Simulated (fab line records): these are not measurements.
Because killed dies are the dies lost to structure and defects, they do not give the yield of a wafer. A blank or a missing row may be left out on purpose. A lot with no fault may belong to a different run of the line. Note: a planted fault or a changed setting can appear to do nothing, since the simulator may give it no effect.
Matching of chambers | flow sky130 | SKY_METAL3_ETCH_17 on rieDiel-02 has 4 sister chambers
The step etches SiO2 in C4F8/O2/Ar, stops on TiN, time 3.9 s, target depth 15 nm. 8 wafers are shown with their chamber, then 7 later ones without.

## WAFERS, EACH WITH ITS CHAMBER
wafer  | chamber | oesProductAu (a.u.)
L784.4 | 1       | 0.759
L786.2 | 0       | 0.749
L786.6 | 1       | 0.758
L788.4 | 2       | 0.762
L788.5 | 0       | 0.764
L788.6 | 3       | 0.769
L796.3 | 2       | 0.751
L796.5 | 3       | 0.760

## WAFERS WITH NO CHAMBER GIVEN
wafer  | oesProductAu (a.u.)
L796.6 | 0.752
L798.2 | 0.747
L798.5 | 0.752
L798.6 | 0.752
L802.1 | 0.748
L802.4 | 0.771
L802.6 | 0.755

## EACH ONE'S CHAMBER
wafer  | from the rows above               | in truth
L796.6 | can't be placed: 0 or 2 or 1 or 3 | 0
L798.2 | can't be placed: 0 or 2 or 1 or 3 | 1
L798.5 | can't be placed: 0 or 2 or 1 or 3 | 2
L798.6 | can't be placed: 0 or 2 or 1 or 3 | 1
L802.1 | can't be placed: 0 or 2 or 1 or 3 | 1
L802.4 | can't be placed: 3 or 1 or 0 or 2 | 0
L802.6 | can't be placed: 0 or 2 or 1 or 3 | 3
Placed correctly: 0 of 7. From these rows, 7 cannot be placed; in 7 the true chamber is one of the candidates. Number placed wrongly: 0.
How it was worked out, from the rows above alone: a wafer's distance from a chamber is the root of the sum, over the readings, of the square of ((its reading less the chamber's mean) divided by the reading's scatter). If the next closest chamber is less than 2 further off than the closest, the wafer can't be placed; otherwise it belongs to the closest. The mean given for a chamber averages the wafers shown for that chamber. The scatter is the square root of a quotient: the sum, over the shown wafers, of each reading's squared deviation from its chamber's mean, divided by wafers minus chambers.
